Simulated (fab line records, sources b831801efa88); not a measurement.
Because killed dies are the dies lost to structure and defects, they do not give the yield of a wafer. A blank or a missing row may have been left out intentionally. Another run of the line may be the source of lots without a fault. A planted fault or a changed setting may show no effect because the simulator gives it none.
fab line records    flow sky130    part 1 of 2: steps 1 to 26 of 38
record: lots: 5  wafers: 15  last_day: 50
route steps=708 shown VIA3@579 METAL4@598 CAP2M@603
lots untouched by any fault: they come from a run of this same line in which no faults occurred
start_h: start of the lot's first displayed wafer, in hours after the record's first day    wait_h: hours from the lot's prior step to this one    " the same as in the row above    L1.1+2: a single row standing in for several wafers    - no value present, or no start provided    * or withheld: withheld    < > ~ a bound
route shown NAME@n: NAME is a module with steps in the file, n the number in the route of the first one    usual: the fault-free wafers' mean and standard deviation    same: alike in all rows    chamber/n: place in a boat    sites: readings site by site    _std_site: the standard deviation of these    _edge_site: mean of outer sites minus mean of inner sites    radius_mm: for every site, how far away it sits from the centre of the wafer    mask NAME#n: copy n    behind: the tool/chamber that last shaped the wafer    hold: cause of the lot's hold/its duration in hours/its outcome    device: transistor that didn't switch, given as n, p or np    end of line: the same wafers' tests at the end of the route    step lacking rows: just its recipe    killed: dies lost to structure and defects at the first sort, not the wafer's yield    map: per-die view of a wafer (x killed, . not killed, _ where there is no die)
set.NAME: the setting that was run; set.NAME@STEP: the one run at that earlier step    model.NAME: the simulator's own value behind a step, which no gauge read
lots seen at some steps along the route; tables by step, rows by wafer
services: a tool's chamber out of use, with start hour (start_h, from the record's first day; less than 0 if before it), hours out, and reason
== steps ==
step: SKY_VIA3_COAT_06
recipe: resist: BARC  temp_c: withheld  time_s: withheld  spin_rpm: 3000  resist_thk_nm: 60
lot.wafer   tool            chamber  start_h  wait_h
L086.1+4+5  litho_track-03  0        1008.39  0.1
L088.3+5+6  litho_track-04  0        1028.79  0.1
L093.1+2+4  litho_track-01  0        1056.58  0.1
L094.3+4+6  litho_track-03  0        1057.14  0.1
L097.1+4+6  litho_track-01  0        1070.53  0.1
step: SKY_VIA3_COAT_07
recipe: resist: KrF-thick  spin_rpm: 3000  resist_thk_nm: 450
lot.wafer   tool            chamber  start_h  wait_h
L086.1+4+5  litho_track-03  0        -        -
L088.3+5+6  litho_track-04  0        -        -
L093.1+2+4  litho_track-01  0        -        -
L094.3+4+6  litho_track-03  0        -        -
L097.1+4+6  litho_track-01  0        -        -
step: SKY_VIA3_SOFTBAKE_08
recipe: temp_c: 100  time_s: 90  resist: KrF-thick
lot.wafer   tool            chamber  start_h  wait_h
L086.1+4+5  litho_track-03  0        -        -
L088.3+5+6  litho_track-04  0        -        -
L093.1+2+4  litho_track-01  0        -        -
L094.3+4+6  litho_track-03  0        -        -
L097.1+4+6  litho_track-01  0        -        -
step: SKY_VIA3_EXPOSE_09
recipe: mask_id: VIM3  na: 0.8  source_shape: annular  sigma_inner: 0.55  sigma_outer: 0.85  target_cd_nm: 200  dose_mj: 38
usual: exposure_dose_mJ_cm2: 37.99/0.045
same: sigma_inner: 0.55
lot.wafer  tool            chamber  start_h  wait_h  mask    exposure_dose_mJ_cm2
L086.1     krf_scanner-02  0        -        -       VIM3#0  38.01
L086.4     "               0        "        "       VIM3#0  38.02
L086.5     "               0        "        "       VIM3#0  38.04
L088.3     krf_scanner-02  0        -        -       VIM3#0  38.02
L088.5     "               0        "        "       VIM3#0  38.00
L088.6     "               0        "        "       VIM3#0  38.01
L093.1     krf_scanner-02  0        -        -       VIM3#0  37.97
L093.2     "               0        "        "       VIM3#0  37.99
L093.4     "               0        "        "       VIM3#0  38.01
L094.3     krf_scanner-02  0        -        -       VIM3#0  38.01
L094.4     "               0        "        "       VIM3#0  37.99
L094.6     "               0        "        "       VIM3#0  37.98
L097.1     krf_scanner-01  0        -        -       VIM3#0  37.91
L097.4     "               0        "        "       VIM3#0  37.95
L097.6     "               0        "        "       VIM3#0  37.97
step: SKY_VIA3_PEB_10
recipe: peb_temp_c: withheld  peb_time_s: withheld  resist: KrF-thick
lot.wafer   tool            chamber  start_h  wait_h
L086.1+4+5  litho_track-04  0        -        -
L088.3+5+6  litho_track-01  0        -        -
L093.1+2+4  litho_track-01  0        -        -
L094.3+4+6  litho_track-03  0        -        -
L097.1+4+6  litho_track-03  0        -        -
step: SKY_VIA3_DEVELOP_11
recipe: develop_time_s: 60  resist: KrF-thick  dev_temp_c: 21
lot.wafer   tool            chamber  start_h  wait_h
L086.1+4+5  litho_track-04  0        -        -
L088.3+5+6  litho_track-01  0        -        -
L093.1+2+4  litho_track-01  0        -        -
L094.3+4+6  litho_track-03  0        -        -
L097.1+4+6  litho_track-03  0        -        -
step: SKY_VIA3_CD_MEAS_12
recipe: target_cd_nm: 200
usual: cd_nm: 199.8/1.4
lot.wafer  tool       chamber  start_h  wait_h  cd_nm
L086.1     cd_sem-02  -        1019.99  -       197.6
L086.4     "          -        "        "       197.9
L086.5     "          -        "        "       198.8
L088.3     cd_sem-02  -        1040.72  -       201.1
L088.5     "          -        "        "       201.0
L088.6     "          -        "        "       202.8
L093.1     cd_sem-02  -        1067.58  -       199.5
L093.2     "          -        "        "       200.2
L093.4     "          -        "        "       200.7
L094.3     cd_sem-02  -        1068.13  -       200.8
L094.4     "          -        "        "       202.7
L094.6     "          -        "        "       202.3
L097.1     cd_sem-02  -        1081.94  -       201.9
L097.4     "          -        "        "       201.8
L097.6     "          -        "        "       202.7
step: SKY_VIA3_OVL_MEAS_13
usual: VIA3_OVL: 0/4.7
lot.wafer  tool        chamber  start_h  wait_h  VIA3_OVL[nm]
L086.1     overlay-02  -        1020.11  0.1     0
L086.4     "           -        "        "       -3
L086.5     "           -        "        "       1
L088.3     overlay-02  -        1040.81  0.1     0
L088.5     "           -        "        "       5
L088.6     "           -        "        "       6
L093.1     overlay-01  -        1067.70  0.1     -2
L093.2     "           -        "        "       5
L093.4     "           -        "        "       7
L094.3     overlay-02  -        1068.22  0.1     -10
L094.4     "           -        "        "       -1
L094.6     "           -        "        "       -2
L097.1     overlay-01  -        1082.06  0.1     -4
L097.4     "           -        "        "       10
L097.6     "           -        "        "       4
step: SKY_VIA3_ETCH_14
recipe: chemistry: N2/H2  target: BARC  ion_energy_ev: 200  source_w: 500  bias_w: 100  pressure_mtorr: 30  n2_flow_sccm: 100  h2_flow_sccm: 200  stop_on: SiO2  time_s: 45.9  target_depth_a: 600
usual: chamber_pressure_mTorr: 30.000/0.025  drypump_motor_current_A: 5.9/0.39  oes_product_au: 0.855/0.0054  throttle_valve_pct: 13.225/0.0079
lot.wafer  tool         chamber  start_h  wait_h  chamber_pressure_mTorr  drypump_motor_current_A  oes_product_au  rf_hours_counter_h  throttle_valve_pct
L086.1     rie_diel-01  2        1020.14  0.0     30.009                  6.4                      0.858           18                  13.223
L086.4     "            1        "        "       30.024                  5.4                      0.865           19                  13.229
L086.5     "            1        "        "       30.033                  5.4                      0.860           -                   13.213
L088.3     rie_diel-03  0        1040.83  0.0     29.952                  6.1                      0.853           21                  13.228
L088.5     "            0        "        "       30.009                  6.1                      0.851           -                   13.222
L088.6     "            1        "        "       30.022                  5.7                      0.853           -                   13.218
L093.1     rie_diel-03  1        1067.73  0.0     29.930                  5.7                      0.850           18                  13.227
L093.2     "            2        "        "       30.024                  6.2                      0.846           30                  13.219
L093.4     "            0        "        "       29.947                  6.1                      0.861           21                  13.227
L094.3     rie_diel-01  2        1068.25  0.0     29.972                  6.3                      0.857           19                  13.225
L094.4     "            1        "        "       30.014                  5.4                      0.853           -                   13.237
L094.6     "            3        "        "       30.015                  6.5                      0.860           -                   13.231
L097.1     rie_diel-03  1        1082.10  0.0     29.989                  5.7                      0.859           18                  13.236
L097.4     "            2        "        "       29.967                  6.2                      0.863           30                  13.228
L097.6     "            0        "        "       30.019                  6.1                      0.858           -                   13.229
step: SKY_VIA3_ETCH_15
recipe: target: SiO2  chemistry: C4F8/O2/Ar  target_depth_nm: 507  stop_on: TiN  mask_material: KrF-thick  source_w: 1500  bias_w: 1200  pressure_mtorr: 40  c4f8_flow_sccm: withheld  O2_flow_sccm: 6  Ar_flow_sccm: 300  time_s: 78
usual: chamber_pressure_mTorr: 40.00/0.035  oes_product_au: 0.947/0.0048
lot.wafer  tool         chamber  start_h  wait_h  chamber_pressure_mTorr  oes_product_au  rf_hours_counter_h
L086.1     rie_diel-01  2        1020.19  0.0     39.97                   0.949           18
L086.4     "            1        "        "       39.99                   0.947           20
L086.5     "            1        "        "       40.03                   0.946           -
L088.3     rie_diel-03  0        1040.87  0.0     40.01                   0.958           21
L088.5     "            0        "        "       40.02                   0.946           -
L088.6     "            1        "        "       39.94                   0.951           -
L093.1     rie_diel-03  1        1067.77  0.0     40.05                   0.945           18
L093.2     "            2        "        "       39.98                   0.941           30
L093.4     "            0        "        "       39.94                   0.943           21
L094.3     rie_diel-01  2        1068.29  0.0     40.04                   0.942           19
L094.4     "            1        "        "       40.07                   0.954           -
L094.6     "            3        "        "       40.00                   0.943           -
L097.1     rie_diel-03  1        1082.14  0.0     39.92                   0.951           18
L097.4     "            2        "        "       39.98                   0.949           30
L097.6     "            0        "        "       40.02                   0.945           -
step: SKY_VIA3_STRIP_16
recipe: chemistry: O2/N2  power_w: 1400  pressure_mtorr: 1500  platen_temp_c: withheld  o2_flow_sccm: 3000  n2_flow_sccm: 300  overash_fraction: 0.5
usual: chamber_pressure_mTorr: 1500.0/1.3  drypump_motor_current_A: 5.6/0.64  oes_product_au: 0.402/0.0051  strip_time_to_endpoint_s: 4.14/0.032
lot.wafer  tool             chamber  start_h  wait_h  chamber_pressure_mTorr  drypump_motor_current_A  oes_product_au  rf_hours_counter_h  strip_time_to_endpoint_s
L086.1     plasma_asher-02  0        1020.25  0.0     1499.8                  4.9                      0.397           56                  4.11
L086.4     "                1        "        "       1502.5                  6.1                      0.409           -                   4.15
L086.5     "                0        "        "       1499.4                  5.0                      0.395           -                   4.14
L088.3     plasma_asher-01  1        1040.97  0.1     1499.7                  4.8                      0.404           -                   4.14
L088.5     "                0        "        "       1499.2                  5.2                      0.403           -                   4.16
L088.6     "                1        "        "       1501.2                  4.8                      0.404           -                   4.16
L093.1     plasma_asher-04  1        1067.83  0.0     1498.8                  5.8                      0.403           94                  4.17
L093.2     "                0        "        "       1500.5                  6.6                      0.400           94                  4.14
L093.4     "                0        "        "       1499.5                  6.6                      0.408           -                   4.18
L094.3     plasma_asher-02  0        1068.38  0.1     1501.2                  5.0                      0.403           -                   4.14
L094.4     "                1        "        "       1498.8                  6.1                      0.404           -                   4.15
L094.6     "                0        "        "       1499.1                  5.0                      0.401           -                   4.11
L097.1     plasma_asher-04  1        1082.20  0.0     1500.8                  5.8                      0.414           95                  4.17
L097.4     "                1        "        "       1502.0                  5.8                      0.399           -                   4.16
L097.6     "                0        "        "       1498.8                  6.6                      0.407           -                   4.17
step: SKY_VIA3_STRIP_17
recipe: chemistry: post_etch_residue_remover  time_s: 1200  temp_c: 72.5
usual: bath_guard_temp_C: 72.7/0.43
lot.wafer  tool          chamber  start_h  wait_h  bath_guard_temp_C
L086.1     wet_bench-01  1        1020.35  0.1     72.8
L086.4     "             1        "        "       73.4
L086.5     "             1        "        "       73.0
L088.3     wet_bench-01  1        1041.03  0.0     73.4
L088.5     "             1        "        "       73.4
L088.6     "             1        "        "       73.1
L093.1     wet_bench-01  3        1067.93  0.1     72.1
L093.2     "             3        "        "       71.8
L093.4     "             3        "        "       71.9
L094.3     wet_bench-01  2        1068.45  0.0     72.6
L094.4     "             2        "        "       72.6
L094.6     "             2        "        "       72.7
L097.1     wet_bench-01  2        1082.30  0.1     72.6
L097.4     "             2        "        "       72.8
L097.6     "             2        "        "       72.9
step: SKY_VIA3_CLEAN_18
recipe: chemistry: IPA  time_s: 180  temp_c: 25
lot.wafer   tool          chamber  start_h  wait_h
L086.1+4+5  wet_bench-04  0        1020.69  0.0
L088.3+5+6  wet_bench-04  2        1041.38  0.0
L093.1+2+4  wet_bench-01  1        1068.28  0.0
L094.3+4+6  wet_bench-02  1        1068.79  0.0
L097.1+4+6  wet_bench-01  3        1082.98  0.0
step: SKY_VIA3_CLEAN_19
recipe: chemistry: O3/DIW  dry: n2_spin
lot.wafer   tool          chamber  start_h  wait_h
L086.1+4+5  wet_bench-04  3        1020.75  0.0
L088.3+5+6  wet_bench-02  0        1041.43  0.0
L093.1+2+4  wet_bench-01  2        1068.33  0.0
L094.3+4+6  wet_bench-01  1        1068.85  0.0
L097.1+4+6  wet_bench-01  3        1083.10  0.0
step: SKY_VIA3_SPUTTER_20
recipe: material: TiN  target_thk_nm: 20  chamber_pressure_pa: 5  power_w: 4000  time_s: 80
usual: throttle_valve_pct: 30.2/1.1
lot.wafer  tool            chamber  start_h  wait_h  throttle_valve_pct
L086.1     pvd_sputter-04  -        1020.84  0.0     29.8
L086.4     "               -        "        "       30.1
L086.5     "               -        "        "       31.3
L088.3     pvd_sputter-01  -        1041.62  0.0     31.6
L088.5     "               -        "        "       30.5
L088.6     "               -        "        "       31.3
L093.1     pvd_sputter-02  -        1068.43  0.0     32.1
L093.2     "               -        "        "       28.4
L093.4     "               -        "        "       30.7
L094.3     pvd_sputter-04  -        1068.94  0.0     30.0
L094.4     "               -        "        "       28.5
L094.6     "               -        "        "       28.4
L097.1     pvd_sputter-04  -        1083.28  0.0     31.4
L097.4     "               -        "        "       30.1
L097.6     "               -        "        "       28.6
step: SKY_VIA3_CVD_21
recipe: material: W  target_thk_nm: 390  time_s: 117.31  temp_c: 400  pressure_torr: 40
usual: heater_power_w: 948/42
lot.wafer  tool      chamber  start_h  wait_h  heater_power_w
L086.1     cvd_w-01  0        1020.90  0.0     975
L086.4     "         0        "        "       981
L086.5     "         0        "        "       971
L088.3     cvd_w-01  0        1041.72  0.1     982
L088.5     "         0        "        "       979
L088.6     "         1        "        "       881
L093.1     cvd_w-02  1        1068.49  0.0     972
L093.2     "         0        "        "       966
L093.4     "         0        "        "       935
L094.3     cvd_w-02  0        1069.04  0.1     931
L094.4     "         1        "        "       960
L094.6     "         1        "        "       981
L097.1     cvd_w-01  1        1083.34  0.0     872
L097.4     "         1        "        "       887
L097.6     "         1        "        "       895
step: SKY_VIA3_RS_MEAS_22
recipe: thk_meas_gauge: four-point-probe  reads: W_of_VIA3_CVD_21+TiN_of_VIA3_SPUTTER_20
usual: VIA3_W_RS: 0.297/0.0039
lot.wafer  tool           chamber  start_h  wait_h  VIA3_W_RS[ohm/sq]
L086.1     film_metro-02  -        1021.02  0.1     0.299
L086.4     "              -        "        "       0.300
L086.5     "              -        "        "       0.301
L088.3     film_metro-04  -        1041.84  0.1     0.298
L088.5     "              -        "        "       0.298
L088.6     "              -        "        "       0.297
L093.1     film_metro-01  -        1068.71  0.2     0.298
L093.2     "              -        "        "       0.293
L093.4     "              -        "        "       0.291
L094.3     film_metro-02  -        1069.18  0.1     0.287
L094.4     "              -        "        "       0.298
L094.6     "              -        "        "       0.294
L097.1     film_metro-02  -        1083.47  0.1     0.296
L097.4     "              -        "        "       0.298
L097.6     "              -        "        "       0.292
step: SKY_VIA3_THK_MEAS_23
recipe: thk_meas_gauge: xrf  reads: W_of_VIA3_CVD_21
usual: VIA3_W_THK: 393/6
lot.wafer  tool           chamber  start_h  wait_h  VIA3_W_THK[nm]
L086.1     film_metro-02  -        1021.14  0.1     393
L086.4     "              -        "        "       392
L086.5     "              -        "        "       390
L088.3     film_metro-04  -        1041.94  0.1     394
L088.5     "              -        "        "       394
L088.6     "              -        "        "       396
L093.1     film_metro-01  -        1068.83  0.1     387
L093.2     "              -        "        "       392
L093.4     "              -        "        "       392
L094.3     film_metro-02  -        1069.28  0.1     407
L094.4     "              -        "        "       393
L094.6     "              -        "        "       399
L097.1     film_metro-02  -        1083.59  0.1     392
L097.4     "              -        "        "       389
L097.6     "              -        "        "       395
step: SKY_VIA3_CMP_24
recipe: stop_on: SiO2  t_overpolish_s: 20  down_force_psi: 3.5  platen_rpm: 60  target_thk_nm: 0  pad_velocity_m_s: 0.94248
usual: edge_zone_pressure_frac: 1.000/0.0044  motor_current_A: 11.1/1.4  overpolish_run_s: 20.000/0.0094  time_to_endpoint_s: 95/4.6
same: t_overpolish_s: 20
lot.wafer  tool    chamber  start_h  wait_h  edge_zone_pressure_frac  motor_current_A  overpolish_run_s  time_to_endpoint_s
L086.1     cmp-01  1        1021.25  0.1     0.996                    13.8             20.003            99
L086.4     "       2        "        "       1.005                    9.6              19.983            88
L086.5     "       1        "        "       1.005                    13.9             19.995            98
L088.3     cmp-02  2        1041.98  0.0     1.005                    10.1             20.022            94
L088.5     "       2        "        "       1.005                    10.4             20.005            90
L088.6     "       3        "        "       1.006                    9.9              20.005            86
L093.4     cmp-02  3        1069.38  0.5     1.003                    9.5              20.006            90
L093.1     "       0        "        "       1.000                    11.7             20.013            91
L093.2     "       1        "        "       1.001                    11.5             19.997            101
L094.4     cmp-02  3        1069.73  0.4     0.997                    9.6              20.010            87
L094.3     "       1        "        "       1.000                    11.7             20.004            105
L094.6     "       2        "        "       1.000                    11.0             19.999            95
L097.4     cmp-01  0        1083.65  0.0     1.006                    10.7             20.004            96
L097.1     "       1        "        "       1.007                    13.4             20.004            99
L097.6     "       1        "        "       0.998                    13.4             19.996            100
step: SKY_METAL4_SPUTTER_00
recipe: material: Ti  target_thk_nm: 15  power_w: 3000  time_s: 10  chamber_pressure_pa: 0.4
usual: throttle_valve_pct: 30.2/1.1
lot.wafer  tool            chamber  start_h  wait_h  throttle_valve_pct
L086.1     pvd_sputter-04  -        1021.50  0.2     28.6
L086.4     "               -        "        "       30.1
L086.5     "               -        "        "       30.2
L088.3     pvd_sputter-02  -        1042.28  0.2     30.9
L088.5     "               -        "        "       31.8
L088.6     "               -        "        "       28.4
L093.1     pvd_sputter-02  -        1069.68  0.2     30.8
L093.2     "               -        "        "       29.5
L093.4     "               -        "        "       31.8
L094.3     pvd_sputter-04  -        1069.98  0.1     30.2
L094.4     "               -        "        "       31.2
L094.6     "               -        "        "       29.9
L097.1     pvd_sputter-03  -        1083.95  0.2     30.1
L097.4     "               -        "        "       30.2
L097.6     "               -        "        "       30.2
step: SKY_METAL4_SPUTTER_01
recipe: material: TiN  target_thk_nm: 20  power_w: 6500  time_s: 16.7  chamber_pressure_pa: 0.4
usual: throttle_valve_pct: 30.2/1.1
lot.wafer  tool            chamber  start_h  wait_h  throttle_valve_pct
L086.1     pvd_sputter-04  -        1021.52  0.0     28.5
L086.4     "               -        "        "       29.8
L086.5     "               -        "        "       29.9
L088.3     pvd_sputter-02  -        1042.30  0.0     30.7
L088.5     "               -        "        "       31.9
L088.6     "               -        "        "       28.7
L093.1     pvd_sputter-02  -        1069.70  0.0     30.5
L093.2     "               -        "        "       29.2
L093.4     "               -        "        "       32.0
L094.3     pvd_sputter-04  -        1070.00  0.0     30.4
L094.4     "               -        "        "       31.4
L094.6     "               -        "        "       30.0
L097.1     pvd_sputter-03  -        1083.97  0.0     30.5
L097.4     "               -        "        "       30.5
L097.6     "               -        "        "       30.2
step: SKY_METAL4_SPUTTER_02
recipe: material: AlCu  target_thk_nm: 735  power_w: 10600  time_s: 39.1  chamber_pressure_pa: 0.4
usual: throttle_valve_pct: 30.2/1.1
lot.wafer  tool            chamber  start_h  wait_h  throttle_valve_pct
L086.1     pvd_sputter-04  -        1021.55  0.0     28.2
L086.4     "               -        "        "       29.9
L086.5     "               -        "        "       30.2
L088.3     pvd_sputter-02  -        1042.33  0.0     30.8
L088.5     "               -        "        "       31.8
L088.6     "               -        "        "       28.3
L093.1     pvd_sputter-02  -        1069.73  0.0     30.7
L093.2     "               -        "        "       29.4
L093.4     "               -        "        "       31.9
L094.3     pvd_sputter-04  -        1070.03  0.0     30.2
L094.4     "               -        "        "       31.5
L094.6     "               -        "        "       29.8
L097.1     pvd_sputter-03  -        1084.00  0.0     30.0
L097.4     "               -        "        "       30.5
L097.6     "               -        "        "       30.1
step: SKY_METAL4_SPUTTER_03
recipe: material: Ti  target_thk_nm: 5  power_w: 3000  time_s: 3.3  chamber_pressure_pa: 0.4
usual: throttle_valve_pct: 30.2/1.1
lot.wafer  tool            chamber  start_h  wait_h  throttle_valve_pct
L086.1     pvd_sputter-04  -        1021.59  0.0     28.8
L086.4     "               -        "        "       30.0
L086.5     "               -        "        "       30.4
L088.3     pvd_sputter-02  -        1042.37  0.0     30.6
L088.5     "               -        "        "       32.1
L088.6     "               -        "        "       28.4
L093.1     pvd_sputter-02  -        1069.76  0.0     30.7
L093.2     "               -        "        "       29.4
L093.4     "               -        "        "       31.8
L094.3     pvd_sputter-04  -        1070.06  0.0     30.1
L094.4     "               -        "        "       31.6
L094.6     "               -        "        "       30.1
L097.1     pvd_sputter-03  -        1084.03  0.0     30.3
L097.4     "               -        "        "       30.3
L097.6     "               -        "        "       30.0
step: SKY_METAL4_SPUTTER_04
recipe: material: TiN  target_thk_nm: 70  power_w: 6500  time_s: 57.26  chamber_pressure_pa: 0.4
usual: throttle_valve_pct: 30.2/1.1
lot.wafer  tool            chamber  start_h  wait_h  throttle_valve_pct
L086.1     pvd_sputter-04  -        1021.61  0.0     28.5
L086.4     "               -        "        "       29.9
L086.5     "               -        "        "       30.1
L088.3     pvd_sputter-02  -        1042.39  0.0     31.0
L088.5     "               -        "        "       31.9
L088.6     "               -        "        "       28.5
L093.1     pvd_sputter-02  -        1069.78  0.0     30.8
L093.2     "               -        "        "       29.3
L093.4     "               -        "        "       32.0
L094.3     pvd_sputter-04  -        1070.08  0.0     30.2
L094.4     "               -        "        "       31.4
L094.6     "               -        "        "       29.8
L097.1     pvd_sputter-03  -        1084.05  0.0     29.8
L097.4     "               -        "        "       30.5
L097.6     "               -        "        "       30.0
step: SKY_CAP2M_CVD_00
recipe: material: SiO2  target_thk_nm: 15.5  temp_c: 400  time_s: withheld  rf_w: 450
usual: heater_power_w: 692/99
lot.wafer  tool      chamber  start_h  wait_h  heater_power_w
L086.1     pecvd-03  1        1021.66  0.0     615
L086.4     "         0        "        "       600
L086.5     "         1        "        "       626
L088.3     pecvd-01  1        1042.44  0.0     630
L088.5     "         2        "        "       803
L088.6     "         0        "        "       648
L093.1     pecvd-01  2        1069.83  0.0     903
L093.2     "         1        "        "       526
L093.4     "         1        "        "       530
L094.3     pecvd-03  1        1070.13  0.0     651
L094.4     "         0        "        "       621
L094.6     "         2        "        "       744
L097.1     pecvd-01  1        1084.10  0.0     639
L097.4     "         1        "        "       643
L097.6     "         2        "        "       898
step: SKY_CAP2M_THK_MEAS_01
recipe: reads: SiO2_of_CAP2M_CVD_00
usual: CAP2M_CVD_00_THK: 15.53/0.23
lot.wafer  tool           chamber  start_h  wait_h  CAP2M_CVD_00_THK[nm]
L086.1     film_metro-03  -        1021.68  -       15.38
L086.4     "              -        "        "       15.58
L086.5     "              -        "        "       15.51
L088.3     film_metro-04  -        1042.48  -       15.49
L088.5     "              -        "        "       15.77
L088.6     "              -        "        "       15.71
L093.1     film_metro-04  -        1069.85  -       15.62
L093.2     "              -        "        "       15.28
L093.4     "              -        "        "       15.62
L094.3     film_metro-04  -        1070.29  -       15.05
L094.4     "              -        "        "       15.56
L094.6     "              -        "        "       15.47
L097.1     film_metro-01  -        1084.12  -       15.30
L097.4     "              -        "        "       15.39
L097.6     "              -        "        "       15.43
